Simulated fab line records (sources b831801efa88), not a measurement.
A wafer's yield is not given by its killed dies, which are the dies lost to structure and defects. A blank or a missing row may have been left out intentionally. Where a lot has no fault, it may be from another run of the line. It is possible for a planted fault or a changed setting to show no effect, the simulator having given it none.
Matching of chambers -- flow sky130 -- 4 sister chambers for SKY_VIA3_ETCH_15 on rie-diel-02
The step etches SiO2 in C4F8/O2/Ar, stops on TiN, target depth 507 nm, time 78 s. 4 wafers are shown with their chamber, then 10 later ones without.

== WAFERS, EACH WITH ITS CHAMBER ==
wafer,chamber,oes-product-au (a.u.)
L081.2,1,0.949
L085.6,0,0.937
L086.1,2,0.946
L086.2,3,0.947

== WAFERS WITHOUT THEIR CHAMBER ==
wafer,oes-product-au (a.u.)
L086.6,0.946
L090.1,0.952
L090.3,0.949
L090.5,0.945
L096.1,0.944
L096.2,0.947
L096.3,0.943
L097.1,0.948
L097.2,0.942
L097.5,0.945

== WHICH CHAMBER EACH WENT THROUGH ==
wafer,from the rows above,in truth
L086.6,can't be placed: 2 or 3 or 1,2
L090.1,can't be placed: 1 or 3 or 2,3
L090.3,can't be placed: 1 or 3 or 2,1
L090.5,can't be placed: 2 or 3 or 1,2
L096.1,can't be placed: 2 or 3 or 1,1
L096.2,can't be placed: 3 or 2 or 1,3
L096.3,can't be placed: 2 or 3 or 0 or 1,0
L097.1,can't be placed: 1 or 3 or 2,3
L097.2,can't be placed: 2 or 0 or 3 or 1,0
L097.5,can't be placed: 2 or 3 or 1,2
Placed correctly: 0 of 10. Not placeable from these rows: 10 (in 10, the candidates include the true chamber). 0 placed wrongly.
How it was worked out, from the rows above alone: a wafer's distance from a chamber is the root of the sum, over the readings, of the square of ((its reading less the chamber's mean) divided by the reading's scatter). The wafer belongs to the nearest chamber; if the next one is less than 2 further off, it can't be placed. A chamber's mean is the mean of its shown wafers. The scatter (one wafer shown for each chamber): square how far every hidden wafer sits from the nearest shown wafer, average those squares and take the square root.
